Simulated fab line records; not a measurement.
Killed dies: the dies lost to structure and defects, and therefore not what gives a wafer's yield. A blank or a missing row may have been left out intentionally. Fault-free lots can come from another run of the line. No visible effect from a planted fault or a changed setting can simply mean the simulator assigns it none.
fab line records / flow sky130 / part 2 of 2: steps 30 to 37 of 37
record lots=5 wafers=15 last-day=49
route steps=708 shown METAL1@443 VIA1@458
lots with no fault: from the same line, run without faults
start-h: start of the lot's first displayed wafer, in hours after the record's first day / wait-h: hours since the lot's step before / " identical to the entry in the row above / L1.1+2: a row that stands for several wafers / - no value, or no start was given / * or withheld: withheld / < > ~ a bound
route shown NAME@n: names a module that has steps shown in the file, with the first one's number in the route / usual: mean and standard deviation over wafers with no fault / same: alike in all rows / chamber/n: place in a boat / sites: per-site readings / _std_site: the standard deviation of these / _edge_site: the outer-site mean with the inner-site mean subtracted / radius-mm: for every site, how far away it sits from the centre of the wafer / mask NAME#n: copy n / behind: the tool/chamber that last shaped the wafer / hold: reason for holding the lot/hours on hold/outcome of the hold / device: names the non-switching transistor (n, p or np) / end of line: the route-end tests of the same wafers / where a step has no rows: the recipe by itself / killed: dies that structure and defects cost at the first sort, which is not the same as the wafer's yield / map: a wafer's dies, x killed, . not, _ none there
set.NAME: setting as actually run; set.NAME@STEP: the setting as run at that earlier step / model.NAME: the simulator's own value behind a step, which no gauge read
a table for each step, a row for each wafer; lots at some steps of the route
services: from which hour (start-h, from the record's first day; less than 0 if before it) a tool's chamber was out of use, for how many hours, and why
## steps
# step SKY_VIA1_ETCH_14
# recipe chemistry=N2/H2 target=BARC ion-energy-ev=200 source-w=500 bias-w=100 pressure-mtorr=30 n2-flow-sccm=100 h2-flow-sccm=200 stop-on=SiO2 time-s=45.9 target-depth-a=600
# usual chamber-pressure-mTorr=30.00/0.039 drypump-motor-current-A=5.7/0.5 h2-flow-sccm=200.0/0.61 n2-flow-sccm=100.05/0.3 oes-product-au=0.855/0.0047 rf-fwd-power-W=495.9/2.2 throttle-valve-pct=13.223/0.0083
lot.wafer=L079.1 tool=rie-diel-03 chamber=2 start-h=839.92 wait-h=0.0 chamber-pressure-mTorr=29.98 drypump-motor-current-A=6.0 h2-flow-sccm=201.1 n2-flow-sccm=100.00 oes-product-au=0.848 rf-fwd-power-W=495.2 rf-hours-counter-h=6 throttle-valve-pct=13.219
lot.wafer=L079.4 tool=rie-diel-03 chamber=0 start-h=839.92 wait-h=0.0 chamber-pressure-mTorr=29.99 drypump-motor-current-A=6.4 h2-flow-sccm=200.5 n2-flow-sccm=99.83 oes-product-au=0.861 rf-fwd-power-W=498.7 rf-hours-counter-h=22 throttle-valve-pct=13.222
lot.wafer=L079.6 tool=rie-diel-03 chamber=1 start-h=839.92 wait-h=0.0 chamber-pressure-mTorr=30.03 drypump-motor-current-A=6.0 h2-flow-sccm=199.3 n2-flow-sccm=100.42 oes-product-au=0.851 rf-fwd-power-W=496.9 rf-hours-counter-h=- throttle-valve-pct=13.233
lot.wafer=L080.1 tool=rie-diel-03 chamber=1 start-h=848.34 wait-h=0.0 chamber-pressure-mTorr=29.98 drypump-motor-current-A=5.9 h2-flow-sccm=199.7 n2-flow-sccm=100.05 oes-product-au=0.860 rf-fwd-power-W=496.9 rf-hours-counter-h=22 throttle-valve-pct=13.217
lot.wafer=L080.2 tool=rie-diel-03 chamber=2 start-h=848.34 wait-h=0.0 chamber-pressure-mTorr=29.96 drypump-motor-current-A=6.0 h2-flow-sccm=199.9 n2-flow-sccm=99.97 oes-product-au=0.857 rf-fwd-power-W=494.3 rf-hours-counter-h=7 throttle-valve-pct=13.233
lot.wafer=L080.6 tool=rie-diel-03 chamber=2 start-h=848.34 wait-h=0.0 chamber-pressure-mTorr=30.05 drypump-motor-current-A=6.0 h2-flow-sccm=199.4 n2-flow-sccm=99.90 oes-product-au=0.856 rf-fwd-power-W=496.5 rf-hours-counter-h=- throttle-valve-pct=13.215
lot.wafer=L088.2 tool=rie-diel-04 chamber=1 start-h=905.94 wait-h=0.0 chamber-pressure-mTorr=29.98 drypump-motor-current-A=4.9 h2-flow-sccm=200.3 n2-flow-sccm=100.18 oes-product-au=0.857 rf-fwd-power-W=498.4 rf-hours-counter-h=20 throttle-valve-pct=13.227
lot.wafer=L088.4 tool=rie-diel-04 chamber=2 start-h=905.94 wait-h=0.0 chamber-pressure-mTorr=30.02 drypump-motor-current-A=4.8 h2-flow-sccm=200.3 n2-flow-sccm=100.35 oes-product-au=0.863 rf-fwd-power-W=496.6 rf-hours-counter-h=13 throttle-valve-pct=13.228
lot.wafer=L088.6 tool=rie-diel-04 chamber=3 start-h=905.94 wait-h=0.0 chamber-pressure-mTorr=29.98 drypump-motor-current-A=5.8 h2-flow-sccm=199.8 n2-flow-sccm=99.96 oes-product-au=0.849 rf-fwd-power-W=499.8 rf-hours-counter-h=- throttle-valve-pct=13.220
lot.wafer=L090.1 tool=rie-diel-01 chamber=1 start-h=913.44 wait-h=0.0 chamber-pressure-mTorr=30.01 drypump-motor-current-A=6.3 h2-flow-sccm=200.0 n2-flow-sccm=99.79 oes-product-au=0.856 rf-fwd-power-W=496.1 rf-hours-counter-h=11 throttle-valve-pct=13.214
lot.wafer=L090.2 tool=rie-diel-01 chamber=2 start-h=913.44 wait-h=0.0 chamber-pressure-mTorr=29.99 drypump-motor-current-A=5.6 h2-flow-sccm=199.7 n2-flow-sccm=100.11 oes-product-au=0.852 rf-fwd-power-W=496.1 rf-hours-counter-h=7 throttle-valve-pct=13.240
lot.wafer=L090.6 tool=rie-diel-01 chamber=1 start-h=913.44 wait-h=0.0 chamber-pressure-mTorr=29.98 drypump-motor-current-A=6.4 h2-flow-sccm=200.6 n2-flow-sccm=100.28 oes-product-au=0.868 rf-fwd-power-W=498.3 rf-hours-counter-h=- throttle-valve-pct=13.228
lot.wafer=L092.1 tool=rie-diel-01 chamber=0 start-h=919.64 wait-h=0.0 chamber-pressure-mTorr=30.00 drypump-motor-current-A=5.7 h2-flow-sccm=200.4 n2-flow-sccm=99.79 oes-product-au=0.844 rf-fwd-power-W=497.2 rf-hours-counter-h=0 throttle-valve-pct=13.235
lot.wafer=L092.2 tool=rie-diel-01 chamber=1 start-h=919.64 wait-h=0.0 chamber-pressure-mTorr=30.02 drypump-motor-current-A=6.3 h2-flow-sccm=200.6 n2-flow-sccm=99.57 oes-product-au=0.849 rf-fwd-power-W=494.5 rf-hours-counter-h=11 throttle-valve-pct=13.219
lot.wafer=L092.5 tool=rie-diel-01 chamber=1 start-h=919.64 wait-h=0.0 chamber-pressure-mTorr=30.02 drypump-motor-current-A=6.3 h2-flow-sccm=200.3 n2-flow-sccm=99.92 oes-product-au=0.858 rf-fwd-power-W=494.9 rf-hours-counter-h=- throttle-valve-pct=13.216
# step SKY_VIA1_ETCH_15
# recipe target=SiO2 chemistry=C4F8/O2/Ar target-depth-nm=351 stop-on=TiN mask-material=KrF-thick source-w=1500 bias-w=1200 pressure-mtorr=40 c4f8-flow-sccm=withheld O2_flow_sccm=6 Ar_flow_sccm=300 time-s=54
# usual chamber-pressure-mTorr=40.00/0.036 oes-product-au=0.976/0.0059 rf-fwd-power-W=1489/6.3
lot.wafer=L079.1 tool=rie-diel-03 chamber=2 start-h=839.96 wait-h=0.0 chamber-pressure-mTorr=39.99 oes-product-au=0.981 rf-fwd-power-W=1493 rf-hours-counter-h=6
lot.wafer=L079.4 tool=rie-diel-03 chamber=0 start-h=839.96 wait-h=0.0 chamber-pressure-mTorr=40.03 oes-product-au=0.966 rf-fwd-power-W=1495 rf-hours-counter-h=22
lot.wafer=L079.6 tool=rie-diel-03 chamber=1 start-h=839.96 wait-h=0.0 chamber-pressure-mTorr=39.99 oes-product-au=0.981 rf-fwd-power-W=1487 rf-hours-counter-h=-
lot.wafer=L080.1 tool=rie-diel-03 chamber=1 start-h=848.39 wait-h=0.0 chamber-pressure-mTorr=40.01 oes-product-au=0.977 rf-fwd-power-W=1502 rf-hours-counter-h=22
lot.wafer=L080.2 tool=rie-diel-03 chamber=2 start-h=848.39 wait-h=0.0 chamber-pressure-mTorr=40.02 oes-product-au=0.980 rf-fwd-power-W=1497 rf-hours-counter-h=7
lot.wafer=L080.6 tool=rie-diel-03 chamber=2 start-h=848.39 wait-h=0.0 chamber-pressure-mTorr=40.03 oes-product-au=0.978 rf-fwd-power-W=1486 rf-hours-counter-h=-
lot.wafer=L088.2 tool=rie-diel-04 chamber=1 start-h=905.99 wait-h=0.0 chamber-pressure-mTorr=39.99 oes-product-au=0.978 rf-fwd-power-W=1493 rf-hours-counter-h=20
lot.wafer=L088.4 tool=rie-diel-04 chamber=2 start-h=905.99 wait-h=0.0 chamber-pressure-mTorr=40.00 oes-product-au=0.982 rf-fwd-power-W=1497 rf-hours-counter-h=13
lot.wafer=L088.6 tool=rie-diel-04 chamber=3 start-h=905.99 wait-h=0.0 chamber-pressure-mTorr=39.98 oes-product-au=0.969 rf-fwd-power-W=1480 rf-hours-counter-h=-
lot.wafer=L090.1 tool=rie-diel-01 chamber=1 start-h=913.49 wait-h=0.0 chamber-pressure-mTorr=39.99 oes-product-au=0.972 rf-fwd-power-W=1487 rf-hours-counter-h=11
lot.wafer=L090.2 tool=rie-diel-01 chamber=2 start-h=913.49 wait-h=0.0 chamber-pressure-mTorr=39.99 oes-product-au=0.971 rf-fwd-power-W=1494 rf-hours-counter-h=7
lot.wafer=L090.6 tool=rie-diel-01 chamber=1 start-h=913.49 wait-h=0.0 chamber-pressure-mTorr=40.08 oes-product-au=0.973 rf-fwd-power-W=1484 rf-hours-counter-h=-
lot.wafer=L092.1 tool=rie-diel-01 chamber=0 start-h=919.69 wait-h=0.0 chamber-pressure-mTorr=39.97 oes-product-au=0.974 rf-fwd-power-W=1492 rf-hours-counter-h=0
lot.wafer=L092.2 tool=rie-diel-01 chamber=1 start-h=919.69 wait-h=0.0 chamber-pressure-mTorr=40.06 oes-product-au=0.971 rf-fwd-power-W=1477 rf-hours-counter-h=11
lot.wafer=L092.5 tool=rie-diel-01 chamber=1 start-h=919.69 wait-h=0.0 chamber-pressure-mTorr=40.08 oes-product-au=0.986 rf-fwd-power-W=1477 rf-hours-counter-h=-
# step SKY_VIA1_STRIP_16
# recipe chemistry=O2/N2 power-w=1400 pressure-mtorr=1500 platen-temp-c=withheld o2-flow-sccm=3000 n2-flow-sccm=300 overash-fraction=0.5
# usual chamber-pressure-mTorr=1500.1/1.4 drypump-motor-current-A=5.98/0.14 n2-flow-sccm=300.0/0.9 oes-product-au=0.415/0.005 strip-time-to-endpoint-s=4.459/0.024
lot.wafer=L079.1 tool=plasma-asher-04 chamber=1 start-h=840.00 wait-h=0.0 chamber-pressure-mTorr=1500.6 drypump-motor-current-A=6.04 n2-flow-sccm=300.8 oes-product-au=0.419 rf-hours-counter-h=102 strip-time-to-endpoint-s=4.422
lot.wafer=L079.4 tool=plasma-asher-04 chamber=1 start-h=840.00 wait-h=0.0 chamber-pressure-mTorr=1499.7 drypump-motor-current-A=6.02 n2-flow-sccm=301.1 oes-product-au=0.410 rf-hours-counter-h=- strip-time-to-endpoint-s=4.460
lot.wafer=L079.6 tool=plasma-asher-04 chamber=0 start-h=840.00 wait-h=0.0 chamber-pressure-mTorr=1500.4 drypump-motor-current-A=6.10 n2-flow-sccm=300.8 oes-product-au=0.414 rf-hours-counter-h=- strip-time-to-endpoint-s=4.419
lot.wafer=L080.1 tool=plasma-asher-04 chamber=0 start-h=848.43 wait-h=0.0 chamber-pressure-mTorr=1501.4 drypump-motor-current-A=6.06 n2-flow-sccm=299.3 oes-product-au=0.405 rf-hours-counter-h=103 strip-time-to-endpoint-s=4.411
lot.wafer=L080.2 tool=plasma-asher-04 chamber=1 start-h=848.43 wait-h=0.0 chamber-pressure-mTorr=1500.2 drypump-motor-current-A=6.00 n2-flow-sccm=299.7 oes-product-au=0.404 rf-hours-counter-h=103 strip-time-to-endpoint-s=4.434
lot.wafer=L080.6 tool=plasma-asher-04 chamber=1 start-h=848.43 wait-h=0.0 chamber-pressure-mTorr=1500.8 drypump-motor-current-A=6.01 n2-flow-sccm=299.8 oes-product-au=0.414 rf-hours-counter-h=- strip-time-to-endpoint-s=4.435
lot.wafer=L088.2 tool=plasma-asher-04 chamber=0 start-h=906.03 wait-h=0.0 chamber-pressure-mTorr=1501.0 drypump-motor-current-A=6.07 n2-flow-sccm=299.5 oes-product-au=0.414 rf-hours-counter-h=110 strip-time-to-endpoint-s=4.472
lot.wafer=L088.4 tool=plasma-asher-04 chamber=1 start-h=906.03 wait-h=0.0 chamber-pressure-mTorr=1499.3 drypump-motor-current-A=6.00 n2-flow-sccm=299.2 oes-product-au=0.415 rf-hours-counter-h=- strip-time-to-endpoint-s=4.444
lot.wafer=L088.6 tool=plasma-asher-04 chamber=0 start-h=906.03 wait-h=0.0 chamber-pressure-mTorr=1500.0 drypump-motor-current-A=6.05 n2-flow-sccm=300.4 oes-product-au=0.416 rf-hours-counter-h=- strip-time-to-endpoint-s=4.446
lot.wafer=L090.1 tool=plasma-asher-04 chamber=0 start-h=913.53 wait-h=0.0 chamber-pressure-mTorr=1502.8 drypump-motor-current-A=6.08 n2-flow-sccm=300.2 oes-product-au=0.413 rf-hours-counter-h=111 strip-time-to-endpoint-s=4.469
lot.wafer=L090.2 tool=plasma-asher-04 chamber=1 start-h=913.53 wait-h=0.0 chamber-pressure-mTorr=1499.6 drypump-motor-current-A=6.02 n2-flow-sccm=300.7 oes-product-au=0.417 rf-hours-counter-h=111 strip-time-to-endpoint-s=4.438
lot.wafer=L090.6 tool=plasma-asher-04 chamber=1 start-h=913.53 wait-h=0.0 chamber-pressure-mTorr=1500.0 drypump-motor-current-A=6.02 n2-flow-sccm=298.9 oes-product-au=0.418 rf-hours-counter-h=- strip-time-to-endpoint-s=4.468
lot.wafer=L092.1 tool=plasma-asher-04 chamber=0 start-h=919.73 wait-h=0.0 chamber-pressure-mTorr=1499.3 drypump-motor-current-A=6.08 n2-flow-sccm=300.7 oes-product-au=0.411 rf-hours-counter-h=112 strip-time-to-endpoint-s=4.484
lot.wafer=L092.2 tool=plasma-asher-04 chamber=1 start-h=919.73 wait-h=0.0 chamber-pressure-mTorr=1500.5 drypump-motor-current-A=6.02 n2-flow-sccm=299.1 oes-product-au=0.415 rf-hours-counter-h=112 strip-time-to-endpoint-s=4.468
lot.wafer=L092.5 tool=plasma-asher-04 chamber=1 start-h=919.73 wait-h=0.0 chamber-pressure-mTorr=1500.5 drypump-motor-current-A=6.01 n2-flow-sccm=300.6 oes-product-au=0.414 rf-hours-counter-h=- strip-time-to-endpoint-s=4.455
# step SKY_VIA1_STRIP_17
# recipe chemistry=post-etch-residue-remover time-s=1200 temp-c=72.5
lot.wafer=L079.1+4+6 tool=wet-bench-03 chamber=2 start-h=840.10 wait-h=0.1
lot.wafer=L080.1+2+6 tool=wet-bench-01 chamber=2 start-h=848.53 wait-h=0.1
lot.wafer=L088.2+4+6 tool=wet-bench-02 chamber=1 start-h=906.13 wait-h=0.1
lot.wafer=L090.1+2+6 tool=wet-bench-01 chamber=3 start-h=913.63 wait-h=0.1
lot.wafer=L092.1+2+5 tool=wet-bench-02 chamber=0 start-h=919.83 wait-h=0.1
# step SKY_VIA1_CLEAN_18
# recipe chemistry=IPA time-s=180 temp-c=25
lot.wafer=L079.1+4+6 tool=wet-bench-02 chamber=1 start-h=840.45 wait-h=0.0
lot.wafer=L080.1+2+6 tool=wet-bench-03 chamber=3 start-h=848.87 wait-h=0.0
lot.wafer=L088.2+4+6 tool=wet-bench-01 chamber=3 start-h=906.48 wait-h=0.0
lot.wafer=L090.1+2+6 tool=wet-bench-03 chamber=3 start-h=914.01 wait-h=0.0
lot.wafer=L092.1+2+5 tool=wet-bench-01 chamber=2 start-h=920.18 wait-h=0.0
# step SKY_VIA1_CLEAN_19
# recipe chemistry=O3/DIW dry=n2-spin
lot.wafer=L079.1+4+6 tool=wet-bench-01 chamber=0 start-h=840.52 wait-h=0.0
lot.wafer=L080.1+2+6 tool=wet-bench-02 chamber=2 start-h=848.93 wait-h=0.0
lot.wafer=L088.2+4+6 tool=wet-bench-02 chamber=3 start-h=906.54 wait-h=0.0
lot.wafer=L090.1+2+6 tool=wet-bench-02 chamber=2 start-h=914.07 wait-h=0.0
lot.wafer=L092.1+2+5 tool=wet-bench-02 chamber=3 start-h=920.24 wait-h=0.0
# step SKY_VIA1_SPUTTER_20
# recipe material=TiN target-thk-nm=20 chamber-pressure-pa=5 power-w=4000 time-s=80
# usual chamber-pressure-pa=5.000/0.0096 throttle-valve-pct=29.9/1.1
lot.wafer=L079.1 tool=pvd-sputter-03 chamber=- start-h=840.61 wait-h=0.0 chamber-pressure-pa=4.992 throttle-valve-pct=28.7
lot.wafer=L079.4 tool=pvd-sputter-03 chamber=- start-h=840.61 wait-h=0.0 chamber-pressure-pa=5.001 throttle-valve-pct=29.8
lot.wafer=L079.6 tool=pvd-sputter-03 chamber=- start-h=840.61 wait-h=0.0 chamber-pressure-pa=4.990 throttle-valve-pct=28.4
lot.wafer=L080.1 tool=pvd-sputter-02 chamber=- start-h=849.03 wait-h=0.0 chamber-pressure-pa=4.988 throttle-valve-pct=28.7
lot.wafer=L080.2 tool=pvd-sputter-02 chamber=- start-h=849.03 wait-h=0.0 chamber-pressure-pa=4.998 throttle-valve-pct=29.4
lot.wafer=L080.6 tool=pvd-sputter-02 chamber=- start-h=849.03 wait-h=0.0 chamber-pressure-pa=4.989 throttle-valve-pct=29.3
lot.wafer=L088.2 tool=pvd-sputter-03 chamber=- start-h=906.63 wait-h=0.0 chamber-pressure-pa=4.990 throttle-valve-pct=31.1
lot.wafer=L088.4 tool=pvd-sputter-03 chamber=- start-h=906.63 wait-h=0.0 chamber-pressure-pa=4.999 throttle-valve-pct=29.7
lot.wafer=L088.6 tool=pvd-sputter-03 chamber=- start-h=906.63 wait-h=0.0 chamber-pressure-pa=5.014 throttle-valve-pct=31.4
lot.wafer=L090.1 tool=pvd-sputter-02 chamber=- start-h=914.16 wait-h=0.0 chamber-pressure-pa=5.001 throttle-valve-pct=32.1
lot.wafer=L090.2 tool=pvd-sputter-02 chamber=- start-h=914.16 wait-h=0.0 chamber-pressure-pa=4.996 throttle-valve-pct=29.5
lot.wafer=L090.6 tool=pvd-sputter-02 chamber=- start-h=914.16 wait-h=0.0 chamber-pressure-pa=5.018 throttle-valve-pct=29.1
lot.wafer=L092.1 tool=pvd-sputter-01 chamber=- start-h=920.33 wait-h=0.0 chamber-pressure-pa=5.008 throttle-valve-pct=30.1
lot.wafer=L092.2 tool=pvd-sputter-01 chamber=- start-h=920.33 wait-h=0.0 chamber-pressure-pa=5.005 throttle-valve-pct=29.1
lot.wafer=L092.5 tool=pvd-sputter-01 chamber=- start-h=920.33 wait-h=0.0 chamber-pressure-pa=5.004 throttle-valve-pct=29.9
# step SKY_VIA1_CVD_21
# recipe material=W target-thk-nm=270 time-s=80.902 temp-c=400 pressure-torr=40
# usual heater-power-outer-w=573/45 heater-power-w=879/68
lot.wafer=L079.1 tool=cvd-w-01 chamber=0 start-h=840.67 wait-h=0.0 heater-power-outer-w=584 heater-power-w=868
lot.wafer=L079.4 tool=cvd-w-01 chamber=0 start-h=840.67 wait-h=0.0 heater-power-outer-w=570 heater-power-w=877
lot.wafer=L079.6 tool=cvd-w-01 chamber=0 start-h=840.67 wait-h=0.0 heater-power-outer-w=576 heater-power-w=877
lot.wafer=L080.1 tool=cvd-w-02 chamber=1 start-h=849.09 wait-h=0.0 heater-power-outer-w=572 heater-power-w=838
lot.wafer=L080.2 tool=cvd-w-02 chamber=0 start-h=849.09 wait-h=0.0 heater-power-outer-w=654 heater-power-w=1009
lot.wafer=L080.6 tool=cvd-w-02 chamber=1 start-h=849.09 wait-h=0.0 heater-power-outer-w=558 heater-power-w=823
lot.wafer=L088.2 tool=cvd-w-01 chamber=0 start-h=906.69 wait-h=0.0 heater-power-outer-w=584 heater-power-w=878
lot.wafer=L088.4 tool=cvd-w-01 chamber=0 start-h=906.69 wait-h=0.0 heater-power-outer-w=571 heater-power-w=854
lot.wafer=L088.6 tool=cvd-w-01 chamber=0 start-h=906.69 wait-h=0.0 heater-power-outer-w=591 heater-power-w=885
lot.wafer=L090.1 tool=cvd-w-01 chamber=1 start-h=914.22 wait-h=0.0 heater-power-outer-w=556 heater-power-w=878
lot.wafer=L090.2 tool=cvd-w-01 chamber=0 start-h=914.22 wait-h=0.0 heater-power-outer-w=571 heater-power-w=878
lot.wafer=L090.6 tool=cvd-w-01 chamber=1 start-h=914.22 wait-h=0.0 heater-power-outer-w=533 heater-power-w=880
lot.wafer=L092.1 tool=cvd-w-02 chamber=1 start-h=920.39 wait-h=0.0 heater-power-outer-w=513 heater-power-w=726
lot.wafer=L092.2 tool=cvd-w-02 chamber=0 start-h=920.39 wait-h=0.0 heater-power-outer-w=585 heater-power-w=892
lot.wafer=L092.5 tool=cvd-w-02 chamber=1 start-h=920.39 wait-h=0.0 heater-power-outer-w=520 heater-power-w=718
## services
tool=krf-scanner-02 chamber=- start-h=794.93 hours=1.3 kind=pm
tool=plasma-asher-02 chamber=- start-h=813.79 hours=2.2 kind=repair
tool=krf-scanner-02 chamber=- start-h=814.48 hours=1.0 kind=pm
tool=krf-scanner-01 chamber=- start-h=831.80 hours=1.3 kind=pm
tool=cmp-02 chamber=- start-h=834.68 hours=5.2 kind=pm
tool=rie-diel-01 chamber=2 start-h=835.10 hours=16.4 kind=repair
tool=cvd-w-01 chamber=1 start-h=836.17 hours=11.6 kind=repair
tool=hdpcvd-02 chamber=1 start-h=846.62 hours=4.4 kind=repair
tool=krf-scanner-02 chamber=- start-h=849.92 hours=4.4 kind=pm
tool=cmp-02 chamber=- start-h=850.21 hours=0.8 kind=repair
tool=rie-diel-03 chamber=3 start-h=850.93 hours=3.8 kind=repair
tool=krf-scanner-01 chamber=- start-h=856.43 hours=1.0 kind=pm
tool=krf-scanner-02 chamber=- start-h=857.98 hours=0.8 kind=pm
tool=wet-bench-04 chamber=- start-h=858.83 hours=0.9 kind=repair
tool=krf-scanner-01 chamber=- start-h=860.69 hours=1.9 kind=repair
tool=rie-metal-03 chamber=1 start-h=876.53 hours=11.0 kind=repair
tool=cmp-02 chamber=- start-h=887.40 hours=0.2 kind=repair
tool=rie-diel-03 chamber=3 start-h=896.14 hours=11.1 kind=repair
tool=rie-metal-03 chamber=0 start-h=897.82 hours=10.2 kind=repair
tool=rie-diel-01 chamber=1 start-h=899.80 hours=6.7 kind=repair
tool=rie-diel-01 chamber=0 start-h=904.53 hours=12.8 kind=repair
tool=rie-diel-01 chamber=3 start-h=906.50 hours=4.0 kind=repair
tool=plasma-asher-04 chamber=- start-h=912.02 hours=0.9 kind=repair
tool=cmp-02 chamber=- start-h=912.48 hours=4.0 kind=pm
